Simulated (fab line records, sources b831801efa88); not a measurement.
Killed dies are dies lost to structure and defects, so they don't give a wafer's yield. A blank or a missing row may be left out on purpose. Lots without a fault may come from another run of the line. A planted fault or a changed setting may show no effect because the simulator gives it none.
Which tool did it? | flow sky130 | 11 lots, 33 wafers sampled, at 5 steps of a route of 708

WHAT THE GAUGES READ, wafer by wafer
SKY_SONOS_ONO_CD_MEAS_13: target cd 410 nm.
lot  | measured     | on        | cd_nm (nm)
L331 | day 12 19:19 | cd_sem-01 | 409.2 407.6 410.7
L332 | day 12 22:37 | cd_sem-02 | 409.9 408.3 409.6
L337 | day 14 17:19 | cd_sem-01 | 411.1 411.1 411.6
L338 | day 15 09:53 | cd_sem-01 | 408.2 409.0 406.3
L339 | day 15 17:32 | cd_sem-02 | 406.0 406.2 405.3
L341 | day 16 06:50 | cd_sem-02 | 406.9 407.1 405.9
L342 | day 16 15:19 | cd_sem-02 | 410.2 409.8 409.6
L343 | day 17 02:56 | cd_sem-01 | 408.2 406.9 409.1
L350 | day 19 11:49 | cd_sem-02 | 407.6 408.6 409.2
L353 | day 20 10:08 | cd_sem-02 | 416.1 414.3 413.8
L354 | day 20 16:07 | cd_sem-02 | 411.4 409.4 411.5

SKY_GATE_OXIDE_THK_MEAS_02.
lot  | measured     | on            | GATE_OXIDE_OXIDATION_00_THK (nm)
L331 | day 12 22:15 | film_metro-02 | 10.03 10.11 10.17
L332 | day 13 02:26 | film_metro-02 | 10.17 10.24 10.25
L337 | day 14 19:46 | film_metro-01 | 9.87 10.17 9.75
L338 | day 15 18:03 | film_metro-01 | 10.40 10.29 10.16
L339 | day 16 02:24 | film_metro-04 | 10.33 10.23 10.36
L341 | day 16 12:14 | film_metro-01 | 5.79 5.64 5.75 5.75 5.64 5.73
L342 | day 17 02:05 | film_metro-04 | 5.84 5.78 5.88 5.80 5.80 5.91
L343 | day 17 11:49 | film_metro-01 | 5.38 5.49 5.44 5.38 5.38 5.51
L350 | day 19 13:40 | film_metro-04 | 10.21 10.32 10.10
L353 | day 20 13:17 | film_metro-02 | 10.08 10.24 10.35
L354 | day 20 18:03 | film_metro-01 | 10.19 10.36 10.15

WHICH TOOL RAN EACH LOT (tool, then ch and the chambers of the sampled wafers, then the start)
lot  | SKY_VT_ADJUST_NCORE_STRIP_10         | SKY_SONOS_ONO_ETCH_15              | SKY_GATE_OXIDE_OXIDATION_01
L331 | plasma_asher-04 ch 0,1, day 8 17:43  | rie_diel-03 ch 0,1,3, day 12 19:26 | furnace-02 ch 0, day 12 20:50
L332 | plasma_asher-03 ch 0,1, day 8 21:01  | rie_diel-03 ch 0,1,2, day 12 22:44 | furnace-01 ch 0, day 13 01:01
L337 | plasma_asher-02 ch 0,1, day 10 08:08 | rie_diel-04 ch 0,3, day 14 17:25   | furnace-01 ch 0, day 14 18:20
L338 | plasma_asher-04 ch 0,1, day 10 22:11 | rie_diel-03 ch 0,1,3, day 15 10:01 | furnace-01 ch 0, day 15 16:38
L339 | plasma_asher-04 ch 0,1, day 11 04:55 | rie_diel-03 ch 0,1,3, day 15 17:41 | furnace-01 ch 0, day 16 00:59
L341 | plasma_asher-03 ch 0,1, day 11 15:25 | rie_diel-04 ch 0,1,3, day 16 06:59 | furnace-01 ch 0, day 16 10:50
L342 | plasma_asher-04 ch 0,1, day 11 23:40 | rie_diel-03 ch 0,1,3, day 16 15:28 | furnace-01 ch 0, day 17 00:41
L343 | plasma_asher-03 ch 0,1, day 12 06:55 | rie_diel-04 ch 1,3, day 17 03:05   | furnace-01 ch 0, day 17 10:24
L350 | plasma_asher-03 ch 0,1, day 14 09:23 | rie_diel-04 ch 0,3, day 19 11:55   | furnace-02 ch 0, day 19 12:15
L353 | plasma_asher-03 ch 0, day 15 06:52   | rie_diel-03 ch 0,2,3, day 20 10:16 | furnace-02 ch 0, day 20 11:52
L354 | plasma_asher-02 ch 0,1, day 15 14:49 | rie_diel-02 ch 0,1,2, day 20 16:16 | furnace-02 ch 0, day 20 16:38
- SKY_VT_ADJUST_NCORE_STRIP_10: strips in O2/N2.
- SKY_SONOS_ONO_ETCH_15: etches the open film in CHF3/O2, target depth 19.52 nm, time 7.8 s.
- SKY_GATE_OXIDE_OXIDATION_01: stabilise 600 s, purge 300 s, target thk 10.268 nm.

WHAT THE TOOLS THEMSELVES READ (means of the sampled wafers that have a number; where no wafer has one, the mark that the record gives instead)
SKY_VT_ADJUST_NCORE_STRIP_10.
lot  | tool            | drypump_motor_current_A (A) | oes_product_au (a.u.) | strip_time_to_endpoint_s (s)
L331 | plasma_asher-04 | 5.7                         | 0.719                 | 14.18
L332 | plasma_asher-03 | 5.4                         | 0.719                 | 14.26
L337 | plasma_asher-02 | 6.1                         | 0.715                 | 14.24
L338 | plasma_asher-04 | 5.6                         | 0.717                 | 14.15
L339 | plasma_asher-04 | 5.6                         | 0.714                 | 14.18
L341 | plasma_asher-03 | 5.4                         | 0.720                 | 14.26
L342 | plasma_asher-04 | 5.6                         | 0.714                 | 14.21
L343 | plasma_asher-03 | 5.4                         | 0.711                 | 14.23
L350 | plasma_asher-03 | 5.4                         | 0.712                 | 14.27
L353 | plasma_asher-03 | 5.4                         | 0.715                 | 14.24
L354 | plasma_asher-02 | 6.1                         | 0.718                 | 14.19

SKY_SONOS_ONO_ETCH_15.
lot  | tool        | chf3_flow_sccm (sccm) | drypump_motor_current_A (A) | oes_product_au (a.u.) | throttle_valve_pct (%)
L331 | rie_diel-03 | 49.82                 | 5.6                         | 1.001                 | 8.819
L332 | rie_diel-03 | 49.95                 | 5.7                         | 0.995                 | 8.837
L337 | rie_diel-04 | 50.14                 | 5.1                         | 1.003                 | 8.834
L338 | rie_diel-03 | 50.02                 | 5.6                         | 1.002                 | 8.810
L339 | rie_diel-03 | 49.96                 | 5.6                         | 0.988                 | 8.820
L341 | rie_diel-04 | 50.04                 | 5.3                         | 1.003                 | 8.819
L342 | rie_diel-03 | 49.93                 | 5.6                         | 1.000                 | 8.825
L343 | rie_diel-04 | 49.85                 | 5.4                         | 0.991                 | 8.824
L350 | rie_diel-04 | 49.95                 | 5.1                         | 1.002                 | 8.835
L353 | rie_diel-03 | 49.91                 | 6.1                         | 0.991                 | 8.816
L354 | rie_diel-02 | 49.93                 | 5.7                         | 0.999                 | 8.829

SKY_GATE_OXIDE_OXIDATION_01.
lot  | tool       | spike_tc_centre_C (C) | spike_tc_top_C (C) | spike_tc_upper_C (C) | zone_power_centre_pct (%)
L331 | furnace-02 | 900.2                 | 912.9              | 899.6                | 17.5
L332 | furnace-01 | 900.9                 | 909.1              | 899.8                | 18.2
L337 | furnace-01 | 901.4                 | 909.0              | 898.6                | 18.3
L338 | furnace-01 | 901.6                 | 908.1              | 898.5                | 18.4
L339 | furnace-01 | 900.4                 | 909.2              | 899.3                | 18.1
L341 | furnace-01 | 900.9                 | 908.4              | 898.1                | 18.1
L342 | furnace-01 | 900.7                 | 909.0              | 898.6                | 18.1
L343 | furnace-01 | 902.2                 | 908.5              | 899.5                | 18.2
L350 | furnace-02 | 900.3                 | 913.6              | 899.4                | 17.5
L353 | furnace-02 | 899.8                 | 914.5              | 898.3                | 17.7
L354 | furnace-02 | 899.6                 | 914.6              | 898.9                | 17.4

THE ANSWER, worked out from the rows above alone
Rule: what is usual is taken from the lots themselves. Put in order of their means at a reading, lots are off if they are a third of the lots or fewer, leave a main group of 4 or more, and stand apart from it by a gap of 3 or more times the standard deviation of the main group's means; of several such gaps the widest counts. A main group whose means are all the same, to the digits that the tables above print for the reading, isn't used. A lot without any number at a reading at which 4 lots or more have one is off too. The other lots that the step has rows for count as sound. The gauges are gone through in route order, then the tools' own readings, and for those a lot's mean is taken as printed above. The first step at which some lot is off is used, and at that step the reading that is off furthest; a lot without a number counts as furthest.
Off: L341, L342, L343, at SKY_GATE_OXIDE_THK_MEAS_02 (GATE_OXIDE_OXIDATION_00_THK). The main group: mean 10.19 nm, standard deviation 0.11.
A tool fits if, at a process step before that reading, it ran every lot that is off, and no sound lot after the first of them. The gauges at SKY_GATE_OXIDE_THK_MEAS_02 are tried like those tools. One fits: furnace-01 at SKY_GATE_OXIDE_OXIDATION_01. Its last sound lot is L339 (day 16 00:59), its first lot that is off L341 (day 16 10:50): a fault that began between those two fits.

WHAT THE SIMULATOR HAD PUT IN
Process parameter drift: furnace-01, from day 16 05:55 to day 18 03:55, at SKY_GATE_OXIDE_OXIDATION_01. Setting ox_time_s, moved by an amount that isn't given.
Lots struck among those shown: L341, L342, L343. The rule above found the same.
